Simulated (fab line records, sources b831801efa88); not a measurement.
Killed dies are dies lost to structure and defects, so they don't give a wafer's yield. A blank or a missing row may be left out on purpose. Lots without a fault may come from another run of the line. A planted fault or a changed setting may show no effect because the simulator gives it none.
Split-lot experiment | flow gf180mcu | 5 lots, 23 wafers read, on a route of 602 steps

THE SPLIT
At GF_V3_COAT_09 (resist thk 1000 nm), the setting resist_thk_nm was moved away from the recipe's 1000 nm on 6 of the 23 wafers read, by -5.3% to +5.6%. The other wafers ran this setting at the recipe's value.

FROM THE SPLIT TO THE READING: what the file shows between them, 5 steps
- GF_V3_PEB_12: peb time 90 s (also split here: peb_temp_c)
- GF_V3_DEVELOP_13: develop time 60 s
- GF_V3_CD_MEAS_14: target cd 260 nm
- GF_V3_ETCH_16: etches BARC in N2/H2
- GF_V3_ETCH_17: etches SiO2 in C4F8/O2/Ar, stops on TiN, target depth 635 nm

THE READING
oes_product_au, in a.u., at GF_V3_STRIP_18 (strips in O2/N2). Fault-free wafers of this fab line usually give 0.593 a.u., standard deviation 0.004 a.u..

wafer  | tool, chamber at the split | resist_thk_nm as run, nm | against the recipe | oes_product_au, a.u. | against lot-mates on the recipe
L075.2 | litho_track-03, 0          | 1056                     | +5.6%              | 0.615                | +0.022
L075.3 | litho_track-03, 0          | 1056                     | +5.6%              | 0.622                | +0.029
L075.4 | litho_track-03, 0          | 1000                     | recipe             | 0.587                | -
L075.5 | litho_track-03, 0          | 1000                     | recipe             | 0.597                | -
L075.6 | litho_track-03, 0          | 1000                     | recipe             | 0.594                | -
L077.1 | litho_track-01, 0          | 1000                     | recipe             | 0.588                | -
L077.2 | litho_track-01, 0          | 1000                     | recipe             | 0.588                | -
L077.4 | litho_track-01, 0          | 947                      | -5.3%              | 0.568                | -0.021
L077.5 | litho_track-01, 0          | 947                      | -5.3%              | 0.571                | -0.018
L077.6 | litho_track-01, 0          | 1000                     | recipe             | 0.592                | -
L080.2 | litho_track-02, 0          | 1000                     | recipe             | 0.589                | -
L080.3 | litho_track-02, 0          | 1000                     | recipe             | 0.595                | -
L080.6 | litho_track-02, 0          | 1000                     | recipe             | 0.599                | -
L084.1 | litho_track-03, 0          | 1000                     | recipe             | 0.597                | -
L084.2 | litho_track-03, 0          | 1000                     | recipe             | 0.594                | -
L084.3 | litho_track-03, 0          | 1018                     | +1.8%              | 0.605                | +0.010
L084.5 | litho_track-03, 0          | 1018                     | +1.8%              | 0.590                | -0.005
L084.6 | litho_track-03, 0          | 1000                     | recipe             | 0.593                | -
L085.1 | litho_track-02, 0          | 1000                     | recipe             | 0.591                | -
L085.2 | litho_track-02, 0          | 1000                     | recipe             | 0.591                | -
L085.3 | litho_track-02, 0          | 1000                     | recipe             | 0.586                | -
L085.4 | litho_track-02, 0          | 1000                     | recipe             | 0.589                | -
L085.5 | litho_track-02, 0          | 1000                     | recipe             | 0.589                | -

THE FIT
A straight line over all 23 wafers: oes_product_au changes by +0.00443 a.u. for each +1% of resist_thk_nm; r = +0.93; the points scatter about the line by 0.0044 a.u..
The same after taking each lot's own level away (the mean of its wafers on the recipe; 23 wafers): +0.00406 a.u. for each +1%; r = +0.93; scatter 0.0041 a.u..
On that fit, the largest move of resist_thk_nm shifts the reading by 0.023 a.u..
The lots' own levels span 0.5892 to 0.5947 a.u., that is 1.4 times the standard deviation above.
So the lot-to-lot level changes the slope little: the two slopes agree.
Check: with one of the wafers moved furthest among these (+5.6%) left out of the fit, the line predicts +0.023 a.u. for it against its lot-mates. It came out at +0.0223 a.u. against them.

OTHER SPLITS ON THESE WAFERS
These wafers also went through other splits before the reading. Each is held against what the fit with the lots' levels taken away leaves over:
other split on the same wafers       | wafers away from the commonest value | r with oes_product_au (lot level and that fit taken away)
GF_CONTACT_CVD_24 temp_c             | 7                                    | -0.18
GF_M1_EXPOSE_11 dose_mj              | 8                                    | -0.17
GF_M1_DEVELOP_13 develop_time_s      | 8                                    | +0.13
GF_V2_SPUTTER_21 chamber_pressure_pa | 15                                   | -0.25
GF_M3_SPUTTER_04 power_w             | 10                                   | +0.22
GF_M3_METAL_ETCH_16 icp_w            | 10                                   | +0.19
GF_V3_PEB_12 peb_temp_c              | 6                                    | +0.00

THE WHOLE CHAIN: every reading that the file lists as answering this split, in the file's order
step           | what it does       | reading                                                                   | change (the file's fit)                   | r (the file's)
GF_V3_COAT_09  | resist thk 1000 nm | KrF_of_V3_COAT_09.thk_nm (the simulator's own value, which no gauge read) | +9.93 nm for each +1% of the setting      | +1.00
GF_V3_STRIP_18 | strips in O2/N2    | oes_product_au                                                            | +0.00408 a.u. for each +1% of the setting | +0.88

THE FILE'S OWN FIT
oes_product_au changes by +0.00408 a.u. for each +1% of resist_thk_nm, r = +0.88.
